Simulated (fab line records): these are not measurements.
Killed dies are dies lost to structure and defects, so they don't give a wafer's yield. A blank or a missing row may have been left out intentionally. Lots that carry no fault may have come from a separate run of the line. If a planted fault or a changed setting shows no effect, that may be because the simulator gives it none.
Which of the tools did it? | flow sky130 | 42 wafers from 14 lots sampled at 5 of the route's 708 steps

## WHAT THE GAUGES READ, wafer by wafer
SKY_FIELD_ISO_BOW_MEAS_00.
lot  | measured    | on           | INCOMING_BOW (um)
L860 | day 1 10:01 | filmMetro-02 | -4 -3 5
L861 | day 1 15:04 | filmMetro-02 | 3 5 -11
L862 | day 1 20:00 | filmMetro-04 | -9 -10 9
L864 | day 2 06:02 | filmMetro-04 | -2 3 13
L865 | day 2 11:04 | filmMetro-02 | -2 2 -1
L866 | day 2 16:00 | filmMetro-02 | -2 7 -6
L868 | day 3 02:02 | filmMetro-02 | 4 -5 4
L870 | day 3 12:00 | filmMetro-04 | 6 5 4
L873 | day 4 03:01 | filmMetro-04 | -2 2 -9
L877 | day 4 23:01 | filmMetro-04 | -5 -7 -10
L878 | day 5 04:03 | filmMetro-04 | -7 2 -13
L879 | day 5 09:01 | filmMetro-03 | -6 -4 0
L881 | day 5 19:00 | filmMetro-04 | 0 -8 -6
L882 | day 6 00:00 | filmMetro-04 | -11 6 4

SKY_VT_ADJUST_LVTN_OVL_MEAS_07.
lot  | measured     | on         | VT_ADJUST_LVTN_OVL (nm)
L860 | day 6 18:31  | overlay-01 | -0.5 1.7 0.8
L861 | day 7 04:42  | overlay-01 | 1.3 1.5 1.8
L862 | day 7 10:20  | overlay-01 | 1.6 1.1 2.4
L864 | day 7 22:02  | overlay-02 | 1.6 -0.6 2.8
L865 | day 8 04:41  | overlay-02 | 3.5 1.3 4.6
L866 | day 8 11:07  | overlay-02 | 2.6 3.4 1.8
L868 | day 8 22:17  | overlay-02 | 1.0 1.9 2.5
L870 | day 9 14:59  | overlay-01 | 1.5 0.5 -0.4
L873 | day 10 09:05 | overlay-02 | 0.0 1.3 0.3
L877 | day 11 15:19 | overlay-01 | 1.4 1.5 1.0
L878 | day 11 21:40 | overlay-02 | - - -
L879 | day 12 01:46 | overlay-01 | - - -
L881 | day 12 17:02 | overlay-01 | 1.2 1.0 1.1
L882 | day 13 20:34 | overlay-02 | 2.4 3.1 1.7

SKY_VT_ADJUST_LVTN_TW_MEAS_10.
lot  | measured     | on           | VT_ADJUST_LVTN_TW
L860 | day 6 18:49  | filmMetro-03 | 244.5 244.9 245.6
L861 | day 7 05:00  | filmMetro-01 | 245.5 244.9 245.3
L862 | day 7 10:37  | filmMetro-03 | 247.4 246.5 247.3
L864 | day 7 22:19  | filmMetro-01 | 243.4 244.9 243.6
L865 | day 8 04:59  | filmMetro-01 | 245.0 245.6 245.2
L866 | day 8 11:24  | filmMetro-03 | 245.3 245.5 245.7
L868 | day 8 22:34  | filmMetro-03 | 246.3 245.7 244.7
L870 | day 9 15:16  | filmMetro-03 | 245.4 245.7 246.6
L873 | day 10 09:23 | filmMetro-03 | 247.5 247.8 247.6
L877 | day 11 15:37 | filmMetro-03 | 247.3 247.7 248.8
L878 | day 11 21:58 | filmMetro-03 | 30.7 30.7 30.7
L879 | day 12 02:04 | filmMetro-01 | 30.4 30.4 30.3
L881 | day 12 17:19 | filmMetro-03 | 245.7 246.5 245.9
L882 | day 13 20:51 | filmMetro-03 | 244.4 245.5 245.5

SKY_POLY_GATE_THK_MEAS_21.
lot  | measured     | on           | POLY_GATE_OXIDATION_THK (nm)
L860 | day 16 01:50 | filmMetro-02 | 3.99 4.08 3.99
L861 | day 16 19:57 | filmMetro-04 | 4.00 4.01 4.00
L862 | day 16 23:44 | filmMetro-02 | 4.03 3.98 3.98
L864 | day 18 02:33 | filmMetro-04 | 4.09 3.97 4.05
L865 | day 18 10:43 | filmMetro-02 | 4.07 4.09 4.09
L866 | day 19 00:44 | filmMetro-01 | 4.02 4.06 4.07
L868 | day 19 09:47 | filmMetro-01 | 4.03 3.98 4.03
L870 | day 20 08:49 | filmMetro-02 | 4.00 4.00 3.99
L873 | day 21 09:42 | filmMetro-04 | 3.94 3.97 3.88
L877 | day 23 00:07 | filmMetro-04 | 3.87 3.89 3.91
L878 | day 23 09:19 | filmMetro-04 | 3.93 3.96 3.94
L879 | day 23 10:59 | filmMetro-04 | 4.11 4.16 3.98
L881 | day 24 03:07 | filmMetro-01 | 3.85 3.85 3.94
L882 | day 26 18:31 | filmMetro-01 | 4.02 4.05 4.00

## WHICH TOOL RAN EACH LOT (tool, then ch and the chambers of the sampled wafers, then the start)
lot  | SKY_VT_ADJUST_LVTN_DEVELOP_06
L860 | lithoTrack-02 ch 0, day 6 18:00
L861 | lithoTrack-01 ch 0, day 7 04:00
L862 | lithoTrack-01 ch 0, day 7 10:00
L864 | lithoTrack-02 ch 0, day 7 21:00
L865 | lithoTrack-04 ch 0, day 8 04:00
L866 | lithoTrack-02 ch 0, day 8 10:00
L868 | lithoTrack-02 ch 0, day 8 22:00
L870 | lithoTrack-01 ch 0, day 9 14:00
L873 | lithoTrack-01 ch 0, day 10 08:00
L877 | lithoTrack-04 ch 0, day 11 15:00
L878 | lithoTrack-04 ch 0, day 11 21:00
L879 | lithoTrack-04 ch 0, day 12 01:00
L881 | lithoTrack-01 ch 0, day 12 16:00
L882 | lithoTrack-02 ch 0, day 13 20:00
- SKY_VT_ADJUST_LVTN_DEVELOP_06: develop time 60 s.

## WHAT THE TOOLS THEMSELVES READ (means of the sampled wafers that have a number; where no wafer has one, the mark that the record gives instead)
SKY_VT_ADJUST_LVTN_DEVELOP_06.
lot  | tool          | chillPlateTempC (C) | resistLineTempC (C)
L860 | lithoTrack-02 | 22.94               | 22.98
L861 | lithoTrack-01 | 23.12               | 22.93
L862 | lithoTrack-01 | 22.92               | 23.11
L864 | lithoTrack-02 | 23.02               | 22.88
L865 | lithoTrack-04 | 22.96               | 23.05
L866 | lithoTrack-02 | 23.04               | 22.97
L868 | lithoTrack-02 | 22.98               | 22.92
L870 | lithoTrack-01 | 23.00               | 23.12
L873 | lithoTrack-01 | 23.14               | 23.04
L877 | lithoTrack-04 | 22.88               | 23.07
L878 | lithoTrack-04 | 22.90               | 22.96
L879 | lithoTrack-04 | 23.01               | 22.97
L881 | lithoTrack-01 | 23.10               | 22.92
L882 | lithoTrack-02 | 23.12               | 22.98

## THE ANSWER, worked out from the rows above alone
Rule: the lots themselves supply what counts as usual. The widest of any qualifying gaps counts: lots, ordered by their means at a reading, are off when they make up no more than a third of the lots, leave a main group of 4 or more, and stand apart from it by 3 or more times the standard deviation of that group's means. A main group is skipped when, at the precision printed for the reading in the tables above, its means are all equal. A lot without any number at a reading at which 4 lots or more have one is off too. All remaining lots with rows at the step are treated as sound. After the gauges, taken in route order, come the tools' own readings; for these a lot's mean is taken, as printed above. The first step at which some lot is off is used, and at that step the reading that is off furthest; a lot without a number counts as furthest.
Off: L878, L879, seen at SKY_VT_ADJUST_LVTN_OVL_MEAS_07 (VT_ADJUST_LVTN_OVL). Without a number there: L878, L879. Mean 1.5 nm and standard deviation 0.8 in the main group.
A tool fits if, at a process step before that reading, it ran every lot that is off, and no sound lot after the first of them. Not tried: the gauges at SKY_VT_ADJUST_LVTN_OVL_MEAS_07; whatever is off there is also off at SKY_VT_ADJUST_LVTN_TW_MEAS_10, on other tools, and gauge error can't account for it. One fits: SKY_VT_ADJUST_LVTN_DEVELOP_06 on lithoTrack-04. Its last sound lot is L877 (day 11 15:00), its first lot that is off L878 (day 11 21:00): a fault that began between those two fits.

## WHAT THE SIMULATOR HAD INSERTED
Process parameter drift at SKY_VT_ADJUST_LVTN_DEVELOP_06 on lithoTrack-04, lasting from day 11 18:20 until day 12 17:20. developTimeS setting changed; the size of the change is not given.
Lots struck among those shown: L878, L879. The rule given above showed the same thing.
